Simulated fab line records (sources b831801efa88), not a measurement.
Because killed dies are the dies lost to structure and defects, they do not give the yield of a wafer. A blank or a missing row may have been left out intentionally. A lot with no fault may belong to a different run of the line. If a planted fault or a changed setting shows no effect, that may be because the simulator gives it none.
fab line records -- flow sky130
record lots=12, wafers=36, lastDay=50
route steps=708 shown FIELD_ISO@15 VT_ADJUST_HVTP@95 PAD_OPEN@708
lots with no fault: from the same line, run without faults
startH: start of the lot's first displayed wafer, in hours after the record's first day -- waitH: hours elapsed since this lot's preceding step -- " as in the row above -- L1.1+2: several wafers, shown together as one row -- - no value, or no start was given -- * or withheld: withheld -- < > ~ a bound
route shown NAME@n: names a module that has steps shown in the file, with the first one's number in the route -- usual: mean/standard deviation taken from wafers without a fault -- same: alike in all rows -- chamber/n: place in a boat -- sites: per-site readings -- _std_site: standard deviation across them -- _edge_site: inner sites' mean taken away from outer sites' mean -- radiusMm: how far each site lies from the wafer's centre -- mask NAME#n: copy n -- behind: tool/chamber where the wafer was last shaped -- hold: why the lot went on hold/how many hours it stayed there/how the hold came to an end -- device: the n, p or np transistor that did not switch -- end of line: tests run on the same wafers once the route is complete -- a step with no rows: only its recipe -- killed: dies that structure and defects cost at the first sort, which is not the same as the wafer's yield -- map: dies across one wafer; x = killed, . = not, _ = none there
set.NAME: the setting as run; set.NAME@STEP: as run at that earlier step -- model.NAME: the simulator's own value behind a step, which no gauge read
the route's steps for a sample of lots (tables are steps, rows are wafers)
services: from which hour (startH, from the record's first day; less than 0 if before it) a tool's chamber was out of use, for how many hours, and why
## steps
# step SKY_FIELD_ISO_ETCH_14
# recipe chemistry=N2/H2, target=BARC, ionEnergyEv=200, sourceW=500, biasW=100, pressureMtorr=30, n2FlowSccm=100, h2FlowSccm=200, stopOn=SiO2, timeS=45.9, targetDepthA=600
# usual biasW=100.0/0.32, chamberPressureMTorr=29.997/0.027, drypumpMotorCurrentA=5.6/0.51, oesProductAu=0.856/0.0047, throttleValvePct=13.226/0.0087
lot.wafer,tool,chamber,startH,waitH,biasW,chamberPressureMTorr,drypumpMotorCurrentA,oesProductAu,rfHoursCounterH,throttleValvePct
L779.2,rieDiel-01,3,30.99,0.1,99.1,29.985,6.6,0.860,157,13.230
L779.3,rieDiel-01,0,30.99,0.1,100.1,30.002,5.8,0.859,47,13.239
L779.6,rieDiel-01,1,30.99,0.1,100.0,30.002,5.2,0.855,-,13.231
L780.1,rieDiel-03,0,36.19,0.1,100.0,29.995,5.0,0.850,115,13.221
L780.2,rieDiel-03,3,36.19,0.1,100.1,30.022,6.0,0.853,78,13.227
L780.5,rieDiel-03,0,36.19,0.1,100.7,30.024,5.0,0.857,-,13.224
L781.1,rieDiel-03,3,40.71,0.1,100.0,29.970,6.1,0.856,78,13.236
L781.2,rieDiel-03,2,40.71,0.1,100.2,29.993,5.7,0.849,4,13.229
L781.6,rieDiel-03,2,40.71,0.1,100.4,29.936,5.7,0.851,-,13.220
L782.1,rieDiel-03,3,44.69,0.1,99.6,30.045,6.0,0.864,78,13.232
L782.4,rieDiel-03,1,44.69,0.1,99.9,30.029,5.6,0.852,66,13.231
L782.5,rieDiel-03,2,44.69,0.1,99.9,29.966,5.7,0.866,-,13.247
L785.1,rieDiel-02,2,60.39,0.1,100.1,29.981,5.4,0.855,73,13.233
L785.5,rieDiel-02,0,60.39,0.1,100.2,29.983,5.1,0.855,-,13.229
L785.6,rieDiel-02,3,60.39,0.1,99.8,29.951,4.8,0.854,-,13.225
L788.1,rieDiel-02,0,75.91,0.1,99.8,29.998,5.1,0.852,60,13.222
L788.2,rieDiel-02,3,75.91,0.1,99.9,30.010,4.9,0.855,57,13.227
L788.6,rieDiel-02,3,75.91,0.1,99.9,29.979,4.9,0.862,-,13.212
L789.3,rieDiel-03,2,80.61,0.1,99.9,29.985,5.7,0.861,4,13.224
L789.5,rieDiel-03,0,80.61,0.1,99.9,29.980,5.0,0.861,-,13.213
L789.6,rieDiel-03,1,80.61,0.1,100.1,29.956,5.6,0.863,-,13.228
L794.1,rieDiel-01,0,108.69,0.1,99.8,30.017,5.8,0.858,48,13.224
L794.4,rieDiel-01,1,108.69,0.1,99.5,30.026,5.2,0.860,95,13.210
L794.6,rieDiel-01,0,108.69,0.1,99.9,30.046,5.8,0.855,-,13.226
L795.4,rieDiel-01,1,113.19,0.0,100.1,29.994,5.2,0.850,95,13.236
L795.5,rieDiel-01,0,113.19,0.0,100.5,29.977,5.8,0.851,-,13.209
L795.6,rieDiel-01,3,113.19,0.0,99.7,30.017,6.6,0.864,-,13.241
L799.2,rieDiel-01,3,133.03,0.1,99.8,29.993,6.6,0.850,159,13.231
L799.5,rieDiel-01,2,133.03,0.1,99.9,29.986,5.3,0.850,-,13.237
L799.6,rieDiel-01,3,133.03,0.1,99.8,29.987,6.6,0.852,-,13.252
L801.3,rieDiel-01,1,143.63,0.1,99.5,29.990,5.2,0.856,95,13.228
L801.4,rieDiel-01,2,143.63,0.1,100.3,29.974,5.2,0.849,-,13.228
L801.6,rieDiel-01,0,143.63,0.1,100.0,29.998,5.8,0.853,-,13.216
L802.1,rieDiel-03,3,148.11,0.1,100.4,30.009,6.1,0.858,80,13.228
L802.4,rieDiel-03,2,148.11,0.1,100.1,29.974,5.7,0.851,6,13.216
L802.5,rieDiel-03,2,148.11,0.1,99.8,29.991,5.7,0.861,-,13.219
# step SKY_FIELD_ISO_CMP_27
# recipe stopOn=Si3N4, tOverpolishS=17.05, downForcePsi=4, platenRpm=60, targetThkNm=457.8, padVelocityMS=0.94248
# usual headPressurePsi=4.000/0.0089, motorCurrentA=12.0/0.86, overpolishRunS=17.051/0.0089, retainingRingPressureFrac=1.000/0.0049, timeToEndpointS=114/3.4
lot.wafer,tool,chamber,startH,waitH,headPressurePsi,motorCurrentA,overpolishRunS,retainingRingPressureFrac,timeToEndpointS
L779.3,cmp-01,1,34.51,0.0,4.016,12.3,17.051,1.004,108
L779.2,cmp-01,2,34.51,0.0,4.009,12.2,17.050,1.000,110
L779.6,cmp-01,2,34.51,0.0,4.007,11.9,17.044,1.010,107
L780.2,cmp-01,2,40.18,0.0,3.995,11.9,17.055,0.995,110
L780.1,cmp-01,0,40.18,0.0,3.989,12.2,17.068,1.000,118
L780.5,cmp-01,3,40.18,0.0,4.004,12.1,17.062,1.005,119
L781.2,cmp-01,2,45.54,0.0,4.007,11.8,17.058,1.001,113
L781.1,cmp-01,1,45.54,0.0,3.995,12.5,17.047,1.003,110
L781.6,cmp-01,3,45.54,0.0,3.996,12.5,17.043,1.005,119
L782.1,cmp-02,0,50.75,0.1,4.003,12.0,17.056,0.998,115
L782.4,cmp-02,1,50.75,0.1,4.008,11.6,17.052,1.002,113
L782.5,cmp-02,0,50.75,0.1,4.003,12.6,17.052,0.993,118
L785.1,cmp-01,3,64.60,0.1,4.006,12.8,17.046,0.994,113
L785.5,cmp-01,1,64.60,0.1,3.993,12.8,17.041,1.003,114
L785.6,cmp-01,2,64.60,0.1,4.005,12.2,17.060,0.993,112
L788.1,cmp-02,2,81.29,0.1,4.009,13.2,17.063,1.000,114
L788.2,cmp-02,3,81.29,0.1,3.999,10.2,17.055,0.997,113
L788.6,cmp-02,0,81.29,0.1,3.999,12.6,17.077,1.009,117
L789.3,cmp-01,2,86.04,0.1,4.005,12.3,17.057,0.991,114
L789.6,cmp-01,0,86.04,0.1,4.000,12.2,17.064,0.997,116
L789.5,cmp-01,1,86.04,0.1,4.012,12.5,17.054,0.994,112
L794.4,cmp-02,2,113.45,0.0,3.990,13.4,17.060,1.002,118
L794.1,cmp-02,0,113.45,0.0,3.996,12.1,17.051,0.995,119
L794.6,cmp-02,2,113.45,0.0,4.008,13.1,17.056,1.007,116
L795.4,cmp-02,2,117.07,0.1,4.011,13.2,17.052,0.989,115
L795.5,cmp-02,1,117.07,0.1,3.997,11.6,17.053,0.999,115
L795.6,cmp-02,2,117.07,0.1,3.999,13.1,17.055,0.987,110
L799.2,cmp-02,3,138.21,0.1,3.985,9.9,17.059,1.008,109
L799.6,cmp-02,0,138.21,0.1,3.992,11.8,17.048,1.006,113
L799.5,cmp-02,1,138.21,0.1,4.004,11.9,17.036,0.991,111
L801.3,cmp-02,3,153.73,0.1,3.995,11.0,17.053,0.999,118
L801.4,cmp-02,1,153.73,0.1,4.007,12.0,17.053,0.996,115
L801.6,cmp-02,2,153.73,0.1,4.018,12.9,17.060,0.997,114
L802.4,cmp-01,0,155.18,0.0,4.002,12.6,17.036,0.994,121
L802.1,cmp-01,1,155.18,0.0,3.977,12.4,17.045,0.999,122
L802.5,cmp-01,1,155.18,0.0,3.992,12.2,17.057,0.992,122
# step SKY_FIELD_ISO_WET_ETCH_29
# recipe chemistry=H3PO4, targetDepthNm=160, target=Si3N4, tempC=160, timeS=1825
# usual bathGuardTempC=160.0/0.49, bathHeatDutyPct=26/3
lot.wafer,tool,chamber,startH,waitH,bathGuardTempC,bathHeatDutyPct
L779.2,wetBench-02,1,34.83,0.0,159.2,27
L779.3,wetBench-02,1,34.83,0.0,158.7,27
L779.6,wetBench-02,1,34.83,0.0,159.2,26
L780.1,wetBench-03,1,40.50,0.0,159.6,27
L780.2,wetBench-03,1,40.50,0.0,159.5,27
L780.5,wetBench-03,1,40.50,0.0,159.5,27
L781.1,wetBench-02,0,45.86,0.0,159.7,27
L781.2,wetBench-02,0,45.86,0.0,159.6,26
L781.6,wetBench-02,0,45.86,0.0,159.8,25
L782.1,wetBench-04,0,51.03,0.0,160.0,27
L782.4,wetBench-04,0,51.03,0.0,160.1,27
L782.5,wetBench-04,0,51.03,0.0,160.3,27
L785.1,wetBench-04,1,64.82,0.0,160.4,24
L785.5,wetBench-04,1,64.82,0.0,160.2,24
L785.6,wetBench-04,1,64.82,0.0,160.2,23
L788.1,wetBench-04,0,81.51,0.0,160.3,27
L788.2,wetBench-04,0,81.51,0.0,160.2,28
L788.6,wetBench-04,0,81.51,0.0,160.0,30
L789.3,wetBench-02,2,86.26,0.0,160.4,22
L789.5,wetBench-02,2,86.26,0.0,160.8,24
L789.6,wetBench-02,2,86.26,0.0,160.5,24
L794.1,wetBench-03,1,113.77,0.0,-,-
L794.4,wetBench-03,1,113.77,0.0,-,-
L794.6,wetBench-03,1,113.77,0.0,-,-
L795.4,wetBench-02,3,117.34,0.0,-,-
L795.5,wetBench-02,3,117.34,0.0,-,-
L795.6,wetBench-02,3,117.34,0.0,-,-
L799.2,wetBench-02,1,138.38,0.0,158.9,25
L799.5,wetBench-02,1,138.38,0.0,159.2,26
L799.6,wetBench-02,1,138.38,0.0,159.4,26
L801.3,wetBench-03,2,154.00,0.0,160.0,34
L801.4,wetBench-03,2,154.00,0.0,159.9,31
L801.6,wetBench-03,2,154.00,0.0,159.7,35
L802.1,wetBench-03,2,155.50,0.0,159.6,34
L802.4,wetBench-03,2,155.50,0.0,159.4,32
L802.5,wetBench-03,2,155.50,0.0,159.2,34
# step SKY_VT_ADJUST_HVTP_STRIP_10
# recipe chemistry=O2/N2, powerW=1400, pressureMtorr=1500, platenTempC=withheld, o2FlowSccm=3000, n2FlowSccm=300, overashFraction=0.5
# usual drypumpMotorCurrentA=5.60/0.26, oesProductAu=0.716/0.0044, stripTimeToEndpointS=14.19/0.049
# same overashFraction=0.5
lot.wafer,tool,chamber,startH,waitH,drypumpMotorCurrentA,oesProductAu,rfHoursCounterH,stripTimeToEndpointS
L779.2,plasmaAsher-04,1,124.17,0.1,5.87,0.708,30,14.18
L779.3,plasmaAsher-04,0,124.17,0.1,5.34,0.718,-,14.22
L779.6,plasmaAsher-04,1,124.17,0.1,5.88,0.713,-,14.22
L780.1,plasmaAsher-01,1,132.63,0.1,5.76,0.713,1,14.17
L780.2,plasmaAsher-01,0,132.63,0.1,5.48,0.717,1,14.24
L780.5,plasmaAsher-01,1,132.63,0.1,5.76,0.717,-,14.17
L781.1,plasmaAsher-02,0,139.15,0.1,5.16,0.712,46,14.13
L781.2,plasmaAsher-02,1,139.15,0.1,5.92,0.716,46,14.08
L781.6,plasmaAsher-02,1,139.15,0.1,5.92,0.716,-,14.13
L782.1,plasmaAsher-02,0,145.90,0.1,5.19,0.720,47,14.27
L782.4,plasmaAsher-02,1,145.90,0.1,5.95,0.720,-,14.27
L782.5,plasmaAsher-02,0,145.90,0.1,5.20,0.707,-,14.27
L785.1,plasmaAsher-02,0,159.83,0.1,5.23,0.716,48,14.15
L785.5,plasmaAsher-02,0,159.83,0.1,5.21,0.719,-,14.21
L785.6,plasmaAsher-02,1,159.83,0.1,5.89,0.716,-,14.22
L788.1,plasmaAsher-01,0,181.50,0.1,5.49,0.710,6,14.19
L788.2,plasmaAsher-01,1,181.50,0.1,5.78,0.716,6,14.17
L788.6,plasmaAsher-01,0,181.50,0.1,5.45,0.724,-,14.20
L789.3,plasmaAsher-04,0,189.96,0.1,5.33,0.719,-,14.10
L789.5,plasmaAsher-04,0,189.96,0.1,5.36,0.717,-,14.10
L789.6,plasmaAsher-04,1,189.96,0.1,5.88,0.716,-,14.11
L799.2,plasmaAsher-01,0,253.33,0.1,5.48,0.714,13,14.20
L799.5,plasmaAsher-01,0,253.33,0.1,5.48,0.720,-,14.20
L799.6,plasmaAsher-01,1,253.33,0.1,5.74,0.721,-,14.21
L801.3,plasmaAsher-04,1,271.61,0.1,5.89,0.716,-,14.15
L801.4,plasmaAsher-04,0,271.61,0.1,5.33,0.717,-,14.20
L801.6,plasmaAsher-04,1,271.61,0.1,5.90,0.707,-,14.21
L802.1,plasmaAsher-02,0,275.41,0.1,5.19,0.716,59,14.21
L802.4,plasmaAsher-02,1,275.41,0.1,5.94,0.712,-,14.20
L802.5,plasmaAsher-02,1,275.41,0.1,5.94,0.712,-,14.27
# step SKY_PAD_OPEN_PROBE_99
# usual killed_at_M0_to_M3=43/6.5, killed_at_M4_up=3.2/1.9, killedAtContacts=25/5.5, killedAtFrontEnd=14/4.2, killedAtOther=0.2/0.44, killedDies=85/8.5, killedOnRim=16/3.3, killedOpen=47/7, killedShort=39/6.3
# same grossDies=492, killedAtBackSide=0
lot.wafer,tool,chamber,startH,waitH,killed_at_M0_to_M3,killed_at_M4_up,killedAtContacts,killedAtFrontEnd,killedAtOther,killedDies,killedOnRim,killedOpen,killedShort
L794.1,prober-01,-,1171.45,0.1,41,2,23,426,0,492,96,37,46
L794.4,prober-01,-,1171.60,0.2,33,4,17,437,1,492,96,35,32
L794.6,prober-01,-,1171.70,0.2,56,2,11,423,0,492,96,45,40
L795.4,prober-02,-,1178.55,0.2,43,1,21,426,1,492,96,52,37
L795.5,prober-02,-,1178.60,0.2,40,7,21,424,0,492,96,46,38
L795.6,prober-02,-,1178.65,0.2,39,6,28,419,0,492,96,49,34
# killed by level:class
L794.1 FIELD_ISO:areaEtch=409 LOCAL_INTERCONNECT:geometricParticle:short=7 METAL1:geometricParticle:short=7 VIA1:geometricParticle:open=6 POLY_GATE:geometricParticle:short=6 CONTACT:geometricParticle:open=5 VIA3:geometricParticle:open=5 FIELD_ISO:geometricParticle:open=4
L794.4 FIELD_ISO:areaEtch=425 METAL2:geometricParticle:short=6 CONTACT:geometricParticle:open=6 VIA1:geometricParticle:open=6 LOCAL_INTERCONNECT:geometricParticle:short=5 METAL3:geometricParticle:short=5 FIELD_ISO:geometricParticle:open=4 FIELD_ISO:geometricParticle:short=3
L794.6 FIELD_ISO:areaEtch=407 VIA1:geometricParticle:open=15 METAL1:geometricParticle:short=9 VIA2:geometricParticle:open=8 VIA2:geometricParticle:short=6 FIELD_ISO:geometricParticle:short=5 VIA3:geometricParticle:open=5 CONTACT:geometricParticle:short=4
L795.4 FIELD_ISO:areaEtch=403 VIA1:geometricParticle:open=12 FIELD_ISO:geometricParticle:open=8 CONTACT:geometricParticle:open=7 VIA3:geometricParticle:open=7 FIELD_ISO:geometricParticle:short=6 VIA2:geometricParticle:open=6 METAL1:geometricParticle:short=5
L795.5 FIELD_ISO:areaEtch=408 VIA1:geometricParticle:open=12 LI_CONTACT:geometricParticle:open=8 CONTACT:geometricParticle:open=7 VIA2:geometricParticle:short=6 POLY_GATE:geometricParticle:open=5 VIA1:geometricParticle:short=5 METAL2:geometricParticle:short=5
L795.6 FIELD_ISO:areaEtch=409 VIA1:geometricParticle:open=12 VIA2:geometricParticle:open=9 CONTACT:geometricParticle:open=8 METAL2:geometricParticle:short=7 LI_CONTACT:geometricParticle:open=7 LOCAL_INTERCONNECT:geometricParticle:short=7 FIELD_ISO:geometricParticle:open=4
## services
tool,chamber,startH,hours,kind
cmp-02,-,31.04,6.2,pm
rieDiel-01,0,53.32,9.5,repair
cmp-02,-,64.00,4.0,pm
cmp-01,-,73.02,0.3,repair
rieDiel-01,0,104.23,3.3,repair
cmp-01,-,113.91,7.5,pm
cmp-02,-,114.52,0.3,repair
rieDiel-01,-,122.09,2.8,pm
cmp-02,-,122.91,0.5,repair
rieDiel-01,1,129.43,14.0,repair
rieDiel-01,0,177.41,7.1,repair
plasmaAsher-02,-,179.54,0.7,repair
plasmaAsher-02,-,187.27,2.8,pm
rieDiel-01,1,187.40,6.2,repair
cmp-02,-,187.53,5.7,repair
rieDiel-03,3,187.80,11.3,repair
rieDiel-01,-,224.12,24.2,repair
rieDiel-01,1,225.19,22.4,repair
cmp-01,-,232.00,4.0,pm
rieDiel-03,3,236.68,9.2,repair
rieDiel-01,2,239.15,5.8,repair
rieDiel-03,1,243.64,5.6,repair
cmp-02,-,259.55,7.4,pm
rieDiel-03,3,259.66,5.5,repair
## key
firstSign step=SKY_FIELD_ISO_WET_ETCH_29, reading=toolRecord, direction=missing
effect step=SKY_PAD_OPEN_PROBE_99, reading=killedAtFrontEnd, direction=up, sigmas=99, usual=14, struck=426
moreKillsBornAt SKY_FIELD_ISO_WET_ETCH_29@wetBench-03=1241, SKY_FIELD_ISO_WET_ETCH_29@wetBench-02=1220
metAt SKY_FIELD_ISO_WET_ETCH_29
struckLots L794,L795
laterRowsLeftOut L794.1,L794.4,L794.6,L795.4,L795.5,L795.6
testerLeftOut L794,L795
notActingAt SKY_FIELD_ISO_ETCH_14,SKY_FIELD_ISO_CMP_27,SKY_VT_ADJUST_HVTP_STRIP_10
onsetBetween 86.26 113.77
fault kind=skippedStepWhole, tool=wetBench-02,wetBench-03, chamber=-, onsetH=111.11, steps=SKY_FIELD_ISO_WET_ETCH_29, scope=struckLotsOnly
# testerLeftOut: of these lots the tester's yield and bins aren't shown, on N5 and GAA mostly nor the transistor test; their killed dies are dies lost to structure and defects alone, not to doping, threshold or leakage, so they don't give the yield
# laterRowsLeftOut: the simulator's readings of these wafers behind a module that went badly wrong aren't trusted and aren't shown, but for the sort
